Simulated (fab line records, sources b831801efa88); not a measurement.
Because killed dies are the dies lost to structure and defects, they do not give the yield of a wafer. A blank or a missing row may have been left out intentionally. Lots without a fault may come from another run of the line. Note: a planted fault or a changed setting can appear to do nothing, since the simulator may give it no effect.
8D (eight disciplines) problem report, filled in by code :: flow sky130 :: the parts of the form that need people (team, actions taken, sign-off) are left out

1. THE PROBLEM
Wafers without a fault read 23.02 C, standard deviation 0.1; developer temp C at SKY_GATE_OXIDE_DEVELOP_09 reads a mean of 22.06 C on 6 wafers belonging to 2 lots. Measured from the usual mean, that is -9.6 standard deviations.
The step: develop time 60 s.
Earliest sighting: wafer L612.2 on litho track-04 at day 18 23:25. The record has a number at this step for 42 wafers belonging to 14 lots. Rule for "out", or "out of limits": more than 4 standard deviations from the usual mean. The rest of the wafers with a number are treated as sound.

2. WHAT IT IS, AND WHAT IT ISN'T
question: which readings at this step
is: developer temp C
is not: exhaust pa, resist line temp C

question: which lots
is: L612, L617
is not: L598, L599, L600, L601, L604, L606, L609, L613, L618, L619, L620, L621

question: which wafers of those lots
is: all that have a number
is not: -

question: read on which tools
is: litho track-04
is not: litho track-01, litho track-02

question: when
is: from day 18 23:25
is not: up to then (21 sound wafers); but 15 sound wafers of L613, L618, L619, L620, L621 came after

3. WHAT RULES OUT EACH SUSPECT
Counting: any tool at a process step up to the reading is kept as a suspect provided that every lot that is out went through it and no sound lot did after the first of them.
- litho track-04 at SKY_GATE_OXIDE_DEVELOP_09 (develop time 60 s): kept. All lots that are out passed through it, beginning with L612 at day 18 23:25, and no sound lot followed; its final sound lot before that point was L606 at day 16 19:37. Out on those wafers are its own readings of developer temp C.
Left after counting: litho track-04 at SKY_GATE_OXIDE_DEVELOP_09.

4. THE CAUSE (what the simulator had put in)
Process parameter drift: litho track-04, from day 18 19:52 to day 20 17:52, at SKY_GATE_OXIDE_DEVELOP_09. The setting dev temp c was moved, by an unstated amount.
This tool alone remained once counting was done.

5. THE CHAIN OF EFFECTS, in route order
Each row: a reading where the mean over the struck wafers with a number is more than 3 standard deviations away from the usual. Scope: only readings with a usual standard deviation given in the record; hours: median across lots of the time from each lot's start at the first step in this table that gives one to its start at this step; sigmas: change in usual standard deviations.
hours: 0
step: SKY_GATE_OXIDE_DEVELOP_09
reading: developer temp C
usual: 23.02 C
on struck wafers: 22.06
change: -0.96
sigmas: -9.6
The process steps in it:
- SKY_GATE_OXIDE_DEVELOP_09: develop time 60 s.

6. HOW IT WOULD HAVE BEEN CAUGHT EARLIER
In this record no reading fell out of limits until day 18 23:25, 4 hours after the fault had begun at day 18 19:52.
